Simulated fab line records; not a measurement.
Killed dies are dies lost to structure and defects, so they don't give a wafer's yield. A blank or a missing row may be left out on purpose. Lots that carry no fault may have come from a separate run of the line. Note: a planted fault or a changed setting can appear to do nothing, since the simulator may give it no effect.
8D (eight disciplines) problem report, filled in by code | flow sky130 | the parts of the form that need people (team, actions taken, sign-off) are left out

## 1. WHAT WENT WRONG
SKY_VIA2_CD_MEAS_12, cd-nm: mean 189.5 nm over 1 wafer from 1 lot; wafers with no fault: 199.7 nm, standard deviation 1.8. Measured from the usual mean, that is -5.7 standard deviations.
The step: target cd 200 nm.
The first sign was on wafer L441.4 at day 40 14:25, on cd-sem-01. Wafers with a number at this step in the record: 33, from 11 lots. By rule, "out" or "out of limits" means more than 4 standard deviations away from the usual mean. The other wafers with a number count as sound.

## 2. WHAT IT IS AND WHAT IT IS NOT
question                    | is                | is not
which readings at this step | cd-nm             | -
which lots                  | L441              | L430, L431, L432, L433, L434, L435, L436, L437, L451, L452
which wafers of those lots  | L441.4            | L441.1, L441.5
read on which gauges        | cd-sem-01         | cd-sem-02
when                        | from day 40 14:25 | up to then (26 sound wafers); but 6 sound wafers of L451, L452 came after

## 3. SUSPECTS, AND WHAT RULES EACH OUT
Counting: if a tool at a process step up to the reading ran every lot that is out, it stays a suspect. Sound lots after the first of them don't rule it out here, since some wafers of a struck lot are sound.
- the gauge at SKY_VIA2_CD_MEAS_12: kept. All the wafers that are out were read on cd-sem-01, and no step on other tools shows them out.
- plasma-asher-01 at SKY_SD_P_STRIP_10 (strips in O2/N2): kept. The lot that is out, L441, ran on it at day 30 02:52; the last sound lot it ran before that was L430, at day 25 18:13.
- rie-metal-03 at SKY_LOCAL_INTERCONNECT_METAL_ETCH_14 (etches TiN in Cl2/BCl3, stops on PSG, target depth 110 nm, time 31.4 s): kept. The lot that is out, L441, ran on it at day 34 19:53; the last sound lot it ran before that was L435, at day 32 18:32.
- krf-scanner-02 at SKY_VIA2_EXPOSE_09 (exposes mask VIM2, target cd 200 nm): kept. The lot that is out, L441, ran on it at day 40 01:58; the last sound lot it ran before that was L437, at day 38 19:30.
Left after counting: plasma-asher-01 at SKY_SD_P_STRIP_10, rie-metal-03 at SKY_LOCAL_INTERCONNECT_METAL_ETCH_14, krf-scanner-02 at SKY_VIA2_EXPOSE_09, cd-sem-01 at SKY_VIA2_CD_MEAS_12.

## 4. THE CAUSE (what the simulator had put in)
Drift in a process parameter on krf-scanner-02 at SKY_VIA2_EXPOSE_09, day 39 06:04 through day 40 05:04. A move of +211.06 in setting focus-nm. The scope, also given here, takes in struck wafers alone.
4 suspects survive the count, and this tool is in that group.

## 5. THE EFFECT CHAIN, in route order
Rows list readings where the struck wafers' mean (over those with a number) sits beyond 3 standard deviations from the usual. Only readings whose record carries a usual standard deviation are examined. hours: median over the lots of the time between each lot's start at the first step of this table that gives one and its start at this step. sigmas: the change, counted in usual standard deviations.
hours | step                | reading | usual    | on struck wafers | change | sigmas
0     | SKY_VIA2_CD_MEAS_12 | cd-nm   | 199.7 nm | 189.5            | -10.2  | -5.7

## 6. WHAT WOULD HAVE CAUGHT IT SOONER
32 hours passed between the start of the fault at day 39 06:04 and the first reading out of limits at a measuring or inspecting step in this record, taken at day 40 14:25.
No tool reading at SKY_VIA2_EXPOSE_09 that has a usual standard deviation in the record was out on any struck wafer, so an alarm limit of 4 standard deviations on those readings would not have fired.
Lots out: 1; all had begun SKY_VIA2_EXPOSE_09 on krf-scanner-02 by day 40 14:25. Holding the tool at that point would not have protected any of them.
